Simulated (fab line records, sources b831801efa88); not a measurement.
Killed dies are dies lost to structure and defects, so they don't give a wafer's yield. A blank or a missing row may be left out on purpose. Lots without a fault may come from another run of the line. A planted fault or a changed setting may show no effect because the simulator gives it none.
Which tool did it? | flow sky130 | 10 lots, 30 wafers sampled, at 2 steps of a route of 708

WHAT THE GAUGES READ, wafer by wafer
SKY_POLY_GATE_THK_MEAS_04.
lot  | measured     | on            | POLY_GATE_CVD_03_THK (nm)
L275 | day 15 18:01 | film_metro-01 | 74.9 75.2 74.6
L276 | day 16 05:07 | film_metro-03 | 74.0 74.0 74.0
L277 | day 16 16:06 | film_metro-02 | 75.2 75.5 75.7
L278 | day 17 04:14 | film_metro-03 | 75.7 75.7 75.7
L279 | day 17 12:37 | film_metro-01 | 75.7 76.0 76.2
L280 | day 17 17:59 | film_metro-03 | 75.1 75.0 74.7
L284 | day 19 07:48 | film_metro-01 | 73.7 73.9 73.8
L287 | day 21 08:40 | film_metro-01 | 46.6 45.9 46.3
L289 | day 21 08:40 | film_metro-03 | 45.9 45.6 46.5
L296 | day 24 03:21 | film_metro-02 | 75.3 74.9 76.0

WHICH TOOL RAN EACH LOT (tool, then ch and the chambers of the sampled wafers, then the start)
lot  | SKY_POLY_GATE_CVD_03
L275 | lpcvd-02 ch 1, day 15 16:39
L276 | lpcvd-02 ch 0, day 16 03:45
L277 | lpcvd-02 ch 0, day 16 14:44
L278 | lpcvd-02 ch 0, day 17 02:51
L279 | lpcvd-02 ch 0, day 17 11:15
L280 | lpcvd-02 ch 0, day 17 16:38
L284 | lpcvd-02 ch 1, day 19 06:26
L287 | lpcvd-02 ch 1, day 21 07:18
L289 | lpcvd-02 ch 1, day 21 07:18
L296 | lpcvd-02 ch 1, day 24 01:58
- SKY_POLY_GATE_CVD_03: deposits Si3N4 from DCS/NH3, target thk 75 nm, time 1290 s.

THE ANSWER, worked out from the rows above alone
Rule: what is usual is taken from the lots themselves. Put in order of their means at a reading, lots are off if they are a third of the lots or fewer, leave a main group of 4 or more, and stand apart from it by a gap of 3 or more times the standard deviation of the main group's means; of several such gaps the widest counts. A main group whose means are all the same, to the digits that the tables above print for the reading, isn't used. A lot without any number at a reading at which 4 lots or more have one is off too. The other lots that the step has rows for count as sound.
Off: L287, L289, at SKY_POLY_GATE_THK_MEAS_04 (POLY_GATE_CVD_03_THK). The main group: mean 75.0 nm, standard deviation 0.73.
A tool fits if, at a process step before that reading, it ran every lot that is off, and no sound lot after the first of them. The gauges at SKY_POLY_GATE_THK_MEAS_04 are tried like those tools. None of those tried fits.

WHAT THE SIMULATOR HAD PUT IN
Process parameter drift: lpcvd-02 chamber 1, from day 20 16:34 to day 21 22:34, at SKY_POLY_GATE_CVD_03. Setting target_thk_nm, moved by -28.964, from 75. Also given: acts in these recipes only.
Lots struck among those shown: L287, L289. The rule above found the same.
